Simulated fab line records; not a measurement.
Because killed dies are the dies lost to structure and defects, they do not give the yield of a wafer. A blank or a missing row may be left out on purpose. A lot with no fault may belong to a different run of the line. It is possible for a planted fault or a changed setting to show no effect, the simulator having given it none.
fab line records	flow sky130
record: lots: 10	wafers: 29	last-day: 50
route steps=708 shown VIA1@478 METAL2@487 VIA2@509 CAPM@539 PAD_OPEN@708
lots that met no fault: from a run of the same line without faults
start-h: hours from the record's first day to the start of the lot's first wafer shown	wait-h: how many hours have passed since the lot's step before this one	" identical to the entry in the row above	L1.1+2: a row that stands for several wafers	- no value, or no start given	* or withheld: withheld	< > ~ a bound
route shown NAME@n: names a module that has steps shown in the file, with the first one's number in the route	usual: mean/standard deviation of fault-free wafers	same: alike in all rows	chamber/n: place in a boat	sites: readings site by site	_std_site: the values' standard deviation	_edge_site: the outer-site mean with the inner-site mean subtracted	radius-mm: how far each site lies from the wafer's centre	mask NAME#n: copy n	behind: tool/chamber where the wafer was last shaped	hold: reason for holding the lot/hours on hold/outcome of the hold	device: which transistor (n, p or np) failed to switch	end of line: the same wafers' tests at the end of the route	a step with no rows: only its recipe	killed: dies lost to structure and defects at the first sort, not the wafer's yield	map: per-die view of a wafer (x killed, . not killed, _ where there is no die)
set.NAME: the setting the step ran with; set.NAME@STEP: the setting that earlier step ran with	model.NAME: the simulator's own value behind a step, which no gauge read
a sample of lots followed through the steps of the route, with each step as a table and each wafer as a row
services: when a tool's chamber went out of use (start-h, in hours from the record's first day, below 0 if earlier), for how many hours, and the reason
== steps ==
step: SKY_VIA1_SPUTTER_20
recipe: material: TiN	target-thk-nm: 20	chamber-pressure-pa: 5	power-w: 4000	time-s: 80
usual: cathode-dc-power-W: 4000.0/0.84	throttle-valve-pct: 30.0/0.95
lot.wafer	tool	chamber	start-h	wait-h	cathode-dc-power-W	throttle-valve-pct
L962.2	pvd-sputter-02	-	792.71	0.0	4000.3	30.3
L962.5	"	-	"	"	3999.8	30.4
L962.6	"	-	"	"	4000.5	27.6
L963.3	pvd-sputter-04	-	809.44	0.0	3999.7	30.6
L963.5	"	-	"	"	3999.9	30.7
L963.6	"	-	"	"	4000.9	29.8
L964.2	pvd-sputter-03	-	812.89	0.0	3999.7	30.6
L964.3	"	-	"	"	3999.6	30.4
L964.5	"	-	"	"	4000.1	30.4
L970.5	pvd-sputter-02	-	853.57	0.0	4000.4	30.1
L970.6	"	-	"	"	3999.7	30.6
L972.4	pvd-sputter-04	-	868.99	0.0	3999.9	29.8
L972.5	"	-	"	"	3999.4	30.6
L972.6	"	-	"	"	3999.2	30.3
L973.1	pvd-sputter-04	-	877.16	0.0	4000.3	30.8
L973.3	"	-	"	"	4000.9	30.5
L973.4	"	-	"	"	3999.4	29.7
L975.1	pvd-sputter-04	-	902.17	0.0	3998.8	30.6
L975.5	"	-	"	"	3999.0	29.7
L975.6	"	-	"	"	4001.1	30.6
L979.2	pvd-sputter-02	-	923.66	0.0	4000.3	30.5
L979.3	"	-	"	"	3999.8	27.6
L979.5	"	-	"	"	4000.5	30.8
L981.3	pvd-sputter-02	-	940.97	0.0	4000.6	28.6
L981.4	"	-	"	"	4001.2	30.3
L981.6	"	-	"	"	3999.7	30.6
L982.1	pvd-sputter-02	-	946.44	0.0	4001.3	27.8
L982.5	"	-	"	"	4000.7	30.4
L982.6	"	-	"	"	4000.8	28.3
step: SKY_METAL2_SPUTTER_04
recipe: material: TiN	target-thk-nm: 70	power-w: 6500	time-s: 58.3	chamber-pressure-pa: 0.4
usual: cathode-dc-power-W: 6500.1/1.2	throttle-valve-pct: 29.8/0.92
lot.wafer	tool	chamber	start-h	wait-h	cathode-dc-power-W	throttle-valve-pct
L962.2	pvd-sputter-04	-	793.44	0.0	6499.1	30.8
L962.5	"	-	"	"	6500.7	29.6
L962.6	"	-	"	"	6499.4	30.6
L963.3	pvd-sputter-04	-	810.17	0.0	6499.9	30.4
L963.5	"	-	"	"	6498.7	29.7
L963.6	"	-	"	"	6499.0	30.6
L964.2	pvd-sputter-04	-	813.62	0.0	6500.7	29.9
L964.3	"	-	"	"	6500.8	30.1
L964.5	"	-	"	"	6502.5	29.7
L970.5	pvd-sputter-02	-	854.37	0.0	6498.7	30.1
L970.6	"	-	"	"	6500.7	28.2
L972.4	pvd-sputter-04	-	869.72	0.0	6499.3	30.6
L972.5	"	-	"	"	6499.1	30.6
L972.6	"	-	"	"	6498.1	30.5
L973.1	pvd-sputter-02	-	877.88	0.0	6498.5	30.2
L973.3	"	-	"	"	6501.1	27.8
L973.4	"	-	"	"	6500.7	28.3
L975.1	pvd-sputter-04	-	902.89	0.0	6498.8	30.5
L975.5	"	-	"	"	6500.7	30.5
L975.6	"	-	"	"	6499.6	30.4
L979.2	pvd-sputter-02	-	924.67	0.0	6500.1	30.0
L979.3	"	-	"	"	6499.7	28.3
L979.5	"	-	"	"	6500.1	27.4
L981.3	pvd-sputter-04	-	941.69	0.0	6500.2	30.9
L981.4	"	-	"	"	6500.2	30.5
L981.6	"	-	"	"	6497.1	30.6
L982.1	pvd-sputter-01	-	947.17	0.0	6499.3	28.5
L982.5	"	-	"	"	6500.3	29.5
L982.6	"	-	"	"	6500.0	28.3
step: SKY_VIA2_CMP_02
recipe: material: SiO2	down-force-psi: 4	platen-rpm: 60	pad-velocity-m-s: 0.94248
usual: motor-current-A: 13.0/1.3
lot.wafer	tool	chamber	start-h	wait-h	motor-current-A
L962.2	cmp-01	2	821.47	0.0	14.8
L962.6	"	2	"	"	13.5
L962.5	"	3	"	"	10.5
L963.3	cmp-02	3	838.05	0.2	15.0
L963.6	"	2	"	"	14.8
L963.5	"	3	"	"	14.6
L964.2	cmp-02	0	841.57	0.0	14.0
L964.3	"	2	"	"	14.1
L964.5	"	0	"	"	14.8
L970.5	cmp-02	3	881.44	0.2	14.6
L970.6	"	0	"	"	14.2
L972.4	cmp-01	0	897.24	0.1	12.6
L972.5	"	3	"	"	10.4
L972.6	"	0	"	"	12.4
L973.4	cmp-01	0	904.62	0.0	12.5
L973.1	"	1	"	"	12.1
L973.3	"	3	"	"	11.7
L975.1	cmp-01	1	929.31	0.1	12.3
L975.6	"	3	"	"	11.4
L975.5	"	0	"	"	12.5
L979.3	cmp-01	0	950.81	0.0	11.8
L979.2	"	1	"	"	12.4
L979.5	"	1	"	"	11.9
L981.4	cmp-01	2	967.50	0.0	13.5
L981.3	"	0	"	"	11.9
L981.6	"	3	"	"	11.2
L982.1	cmp-02	1	973.25	0.1	13.8
L982.5	"	3	"	"	14.2
L982.6	"	0	"	"	14.6
step: SKY_CAPM_SPUTTER_02
recipe: material: TiN	target-thk-nm: 200	temp-c: 300	power-w: 6500	time-s: 166.7	chamber-pressure-pa: 0.4
usual: cathode-dc-power-W: 6500.1/1.3	throttle-valve-pct: 30.4/0.5
lot.wafer	tool	chamber	start-h	wait-h	cathode-dc-power-W	throttle-valve-pct
L962.2	pvd-sputter-04	-	849.27	0.0	6499.8	29.6
L962.5	"	-	"	"	6498.8	30.2
L962.6	"	-	"	"	6499.3	30.5
L963.3	pvd-sputter-03	-	866.13	0.0	6499.0	30.6
L963.5	"	-	"	"	6500.2	30.1
L963.6	"	-	"	"	6499.4	30.7
L964.2	pvd-sputter-03	-	869.20	0.0	6499.9	30.5
L964.3	"	-	"	"	6498.6	30.6
L964.5	"	-	"	"	6500.0	30.3
L970.5	pvd-sputter-04	-	908.81	0.1	6206.4	30.4
L970.6	"	-	"	"	6203.4	30.6
L972.4	pvd-sputter-04	-	924.52	0.0	6201.5	30.5
L972.5	"	-	"	"	6202.6	30.7
L972.6	"	-	"	"	6203.6	29.8
L973.1	pvd-sputter-04	-	931.94	0.1	6205.2	30.6
L973.3	"	-	"	"	6203.0	30.6
L973.4	"	-	"	"	6202.8	30.6
L975.1	pvd-sputter-03	-	956.84	0.1	6499.2	30.7
L975.5	"	-	"	"	6502.1	30.4
L975.6	"	-	"	"	6501.8	30.5
L979.2	pvd-sputter-03	-	977.32	0.0	6500.8	30.6
L979.3	"	-	"	"	6500.8	30.6
L979.5	"	-	"	"	6499.2	30.6
L981.3	pvd-sputter-04	-	993.39	0.0	6502.4	30.5
L981.4	"	-	"	"	6503.4	30.7
L981.6	"	-	"	"	6499.1	29.8
L982.1	pvd-sputter-04	-	998.65	0.1	6501.1	30.6
L982.5	"	-	"	"	6498.8	30.6
L982.6	"	-	"	"	6500.6	30.5
step: SKY_CAPM_RS_MEAS_03
recipe: thk-meas-gauge: four-point-probe	reads: TiN_of_CAPM_SPUTTER_02
usual: CAPM_TIN_RS: 6.91/0.071
lot.wafer	tool	chamber	start-h	wait-h	CAPM_TIN_RS[ohm/sq]
L962.2	film-metro-03	-	849.39	0.1	6.88
L962.5	"	-	"	"	6.91
L962.6	"	-	"	"	6.83
L963.3	film-metro-02	-	866.28	0.1	6.94
L963.5	"	-	"	"	6.83
L963.6	"	-	"	"	6.91
L964.2	film-metro-02	-	869.33	0.1	6.87
L964.3	"	-	"	"	6.89
L964.5	"	-	"	"	6.95
L970.5	film-metro-02	-	908.94	0.1	7.41
L970.6	"	-	"	"	7.28
L972.4	film-metro-02	-	924.69	0.1	7.21
L972.5	"	-	"	"	7.13
L972.6	"	-	"	"	7.26
L973.1	film-metro-03	-	932.04	0.1	7.22
L973.3	"	-	"	"	7.35
L973.4	"	-	"	"	7.27
L975.1	film-metro-04	-	956.95	0.1	6.93
L975.5	"	-	"	"	6.97
L975.6	"	-	"	"	6.94
L979.2	film-metro-03	-	977.45	0.1	6.96
L979.3	"	-	"	"	7.04
L979.5	"	-	"	"	7.01
L981.3	film-metro-02	-	993.54	0.1	6.89
L981.4	"	-	"	"	6.89
L981.6	"	-	"	"	6.95
L982.1	film-metro-04	-	998.76	0.1	6.78
L982.5	"	-	"	"	6.69
L982.6	"	-	"	"	6.80
step: SKY_CAPM_THK_MEAS_04
recipe: thk-meas-gauge: xrf	reads: TiN_of_CAPM_SPUTTER_02
usual: CAPM_TIN_THK: 200.0/2.3
lot.wafer	tool	chamber	start-h	wait-h	CAPM_TIN_THK[nm]
L962.2	film-metro-03	-	849.50	0.1	200.2
L962.5	"	-	"	"	200.0
L962.6	"	-	"	"	202.1
L963.3	film-metro-02	-	866.38	0.1	198.8
L963.5	"	-	"	"	201.8
L963.6	"	-	"	"	199.5
L964.2	film-metro-02	-	869.44	0.1	200.8
L964.3	"	-	"	"	201.1
L964.5	"	-	"	"	199.8
L970.5	film-metro-02	-	909.02	0.1	185.2
L970.6	"	-	"	"	189.5
L972.4	film-metro-02	-	924.78	0.1	192.3
L972.5	"	-	"	"	194.0
L972.6	"	-	"	"	190.9
L973.1	film-metro-03	-	932.16	0.1	190.6
L973.3	"	-	"	"	188.5
L973.4	"	-	"	"	190.8
L975.1	film-metro-04	-	957.07	0.1	202.0
L975.5	"	-	"	"	200.2
L975.6	"	-	"	"	200.8
L979.2	film-metro-03	-	977.56	0.1	198.3
L979.3	"	-	"	"	196.3
L979.5	"	-	"	"	196.2
L981.3	film-metro-02	-	993.64	0.1	200.4
L981.4	"	-	"	"	200.8
L981.6	"	-	"	"	198.1
L982.1	film-metro-04	-	998.88	0.1	206.4
L982.5	"	-	"	"	208.5
L982.6	"	-	"	"	204.2
step: SKY_CAPM_METAL_ETCH_13
recipe: target-depth-nm: 220	stop-on: SiO2	chemistry: Cl2/BCl3	target: TiN	pressure-mtorr: 10	icp-w: 900	bias-w: 48.5	Cl2_flow_sccm: 60	bcl3-flow-sccm: 30	time-s: 62.9
usual: drypump-motor-current-A: 5.6/0.43	mfc-cl2-sccm: 59.98/0.17	oes-product-au: 0.941/0.007	throttle-valve-pct: 21.902/0.0089
lot.wafer	tool	chamber	start-h	wait-h	drypump-motor-current-A	mfc-cl2-sccm	oes-product-au	rf-hours-counter-h	throttle-valve-pct
L962.2	rie-metal-04	1	875.44	0.0	5.3	60.36	0.947	11	21.902
L962.5	"	0	"	"	6.5	59.87	0.939	-	21.899
L962.6	"	1	"	"	5.3	60.21	0.951	-	21.901
L963.3	rie-metal-03	1	891.92	0.0	5.3	60.17	0.937	-	21.903
L963.5	"	1	"	"	5.3	59.89	0.947	-	21.898
L963.6	"	0	"	"	5.5	59.97	0.935	-	21.904
L964.2	rie-metal-03	0	895.61	0.0	5.5	59.63	0.939	2	21.910
L964.3	"	1	"	"	5.3	60.07	0.947	-	21.913
L964.5	"	0	"	"	5.5	59.91	0.935	-	21.896
L970.5	rie-metal-03	0	932.30	0.1	5.5	60.09	0.900	-	21.926
L970.6	"	1	"	"	5.3	59.85	0.921	-	21.933
L972.4	rie-metal-02	1	949.44	0.0	5.7	60.20	0.927	-	21.913
L972.5	"	0	"	"	5.8	60.30	0.930	-	21.906
L972.6	"	1	"	"	5.7	59.85	0.916	-	21.896
L973.1	rie-metal-03	0	956.94	0.0	5.5	59.93	0.922	5	21.918
L973.3	"	1	"	"	5.3	60.00	0.912	-	21.926
L973.4	"	0	"	"	5.5	60.07	0.909	-	21.904
L975.1	rie-metal-04	1	980.44	0.0	5.3	59.80	0.934	17	21.897
L975.5	"	1	"	"	5.3	59.71	0.938	-	21.902
L975.6	"	0	"	"	6.5	59.83	0.940	-	21.899
L979.2	rie-metal-04	1	1001.59	0.0	5.3	60.22	0.933	18	21.898
L979.3	"	0	"	"	6.5	60.21	0.938	-	21.908
L979.5	"	0	"	"	6.5	60.07	0.934	-	21.912
L981.3	rie-metal-02	1	1016.70	0.1	5.7	59.98	0.948	-	21.907
L981.4	"	1	"	"	5.7	59.91	0.942	-	21.903
L981.6	"	1	"	"	5.7	59.98	0.940	-	21.914
L982.1	rie-metal-03	0	1021.79	0.0	5.5	60.03	0.951	7	21.891
L982.5	"	1	"	"	5.3	59.99	0.956	-	21.904
L982.6	"	0	"	"	5.5	59.90	0.952	-	21.903
step: SKY_PAD_OPEN_PROBE_99
usual: defect-limited-yield: 82.5/1.9	killed_at_M0_to_M3: 43/7.6	killed_at_M4_up: 2.9/1.7	killed-at-contacts: 24/5.5	killed-at-front-end: 15/4.2	killed-at-other: 0.3/0.52	killed-dies: 86/9.4	killed-open: 47/7	killed-short: 39/6.4	sort_bin_3_pad_short: 0.9/0.4	sort_bin_5_function: 10.3/1.6	sort_bin_6_memory: 6.2/1.1	sort-n-pass: 406/9.4	sort-yield-pct: 82.5/1.9
same: gross-dies: 492	killed-at-back-side: 0	sort_bin_4_leakage[%]: 0	sort_bin_8_speed[%]: 0
lot.wafer	tool	chamber	start-h	wait-h	defect-limited-yield[%]	killed_at_M0_to_M3	killed_at_M4_up	killed-at-contacts	killed-at-front-end	killed-at-other	killed-dies	killed-open	killed-short	sort_bin_3_pad_short[%]	sort_bin_5_function[%]	sort_bin_6_memory[%]	sort-n-pass	sort-yield-pct[%]
L972.4	prober-02	-	1137.35	0.2	80.5	48	3	28	17	0	96	53	42	1.2	12.0	6.3	396	80.5
L972.5	prober-02	-	1137.40	0.2	82.7	42	5	20	18	0	85	43	41	1.0	11.4	4.9	407	82.7
L972.6	prober-02	-	1137.45	0.2	80.1	55	3	28	11	1	98	52	42	0.4	11.4	8.1	394	80.1
killed by level:class
L972.4 VIA1:geometric-particle:open=13 CONTACT:geometric-particle:open=9 METAL1:geometric-particle:short=8 LOCAL_INTERCONNECT:geometric-particle:short=7 VIA2:geometric-particle:open=7 FIELD_ISO:geometric-particle:open=5 METAL2:geometric-particle:short=5 FIELD_ISO:geometric-particle:short=4
L972.5 VIA1:geometric-particle:open=10 METAL2:geometric-particle:short=10 CONTACT:geometric-particle:open=8 LI_CONTACT:geometric-particle:open=7 FIELD_ISO:geometric-particle:short=5 VIA1:geometric-particle:short=5 METAL4:geometric-particle:short=4 VIA2:geometric-particle:open=4
L972.6 VIA1:geometric-particle:open=16 CONTACT:geometric-particle:open=10 VIA1:geometric-particle:short=9 LI_CONTACT:geometric-particle:open=8 VIA3:geometric-particle:open=8 METAL2:geometric-particle:short=6 FIELD_ISO:geometric-particle:open=4 FIELD_ISO:geometric-particle:short=4
== services ==
tool	chamber	start-h	hours	kind
cmp-01	-	772.80	0.2	repair
cmp-02	-	818.03	0.3	repair
pvd-sputter-04	-	827.80	9.9	repair
pvd-sputter-03	-	833.20	2.4	repair
rie-metal-04	-	833.85	0.3	repair
cmp-02	-	853.09	0.6	repair
pvd-sputter-04	-	866.49	0.6	repair
rie-metal-03	-	888.85	2.8	pm
rie-metal-02	1	909.40	12.3	repair
cmp-01	-	912.61	5.7	pm
cmp-01	-	918.34	4.0	pm
rie-metal-02	-	935.83	11.6	repair
pvd-sputter-01	-	938.20	8.3	repair
pvd-sputter-02	-	948.84	3.7	repair
rie-metal-02	-	958.62	2.8	pm
pvd-sputter-02	-	977.74	13.3	repair
pvd-sputter-02	-	984.20	0.8	repair
pvd-sputter-01	-	989.62	0.8	repair
cmp-02	-	990.09	4.0	pm
rie-metal-03	0	1005.55	13.9	repair
cmp-02	-	1005.60	0.6	repair
pvd-sputter-02	-	1009.75	8.4	repair
rie-metal-03	-	1010.30	1.4	pm
cmp-02	-	1016.92	0.8	repair
== key ==
first-sign: step: SKY_CAPM_SPUTTER_02	reading: cathode-dc-power-W	direction: down	sigmas: 99+	usual: 6500.1	struck: 6203.6
effect: step: SKY_CAPM_RS_MEAS_03	reading: CAPM_TIN_RS	direction: up	sigmas: 5	usual: 6.91	struck: 7.26
effect: step: SKY_CAPM_THK_MEAS_04	reading: CAPM_TIN_THK	direction: down	sigmas: 4.3	usual: 200.0	struck: 190.2
effect: step: SKY_CAPM_METAL_ETCH_13	reading: oes-product-au	direction: down	sigmas: 3.4	usual: 0.941	struck: 0.917
met-at SKY_CAPM_SPUTTER_02
struck-lots L970,L972,L973
not-acting-at SKY_VIA1_SPUTTER_20,SKY_METAL2_SPUTTER_04,SKY_VIA2_CMP_02
onset-between 849.27 908.81
fault: kind: process-parameter-drift	tool: pvd-sputter-04	chamber: -	onset-h: 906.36	steps: SKY_CAPM_SPUTTER_02	channel: power-w	offset: *	shape: step	end-h: 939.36	acts-in: *	stated: *
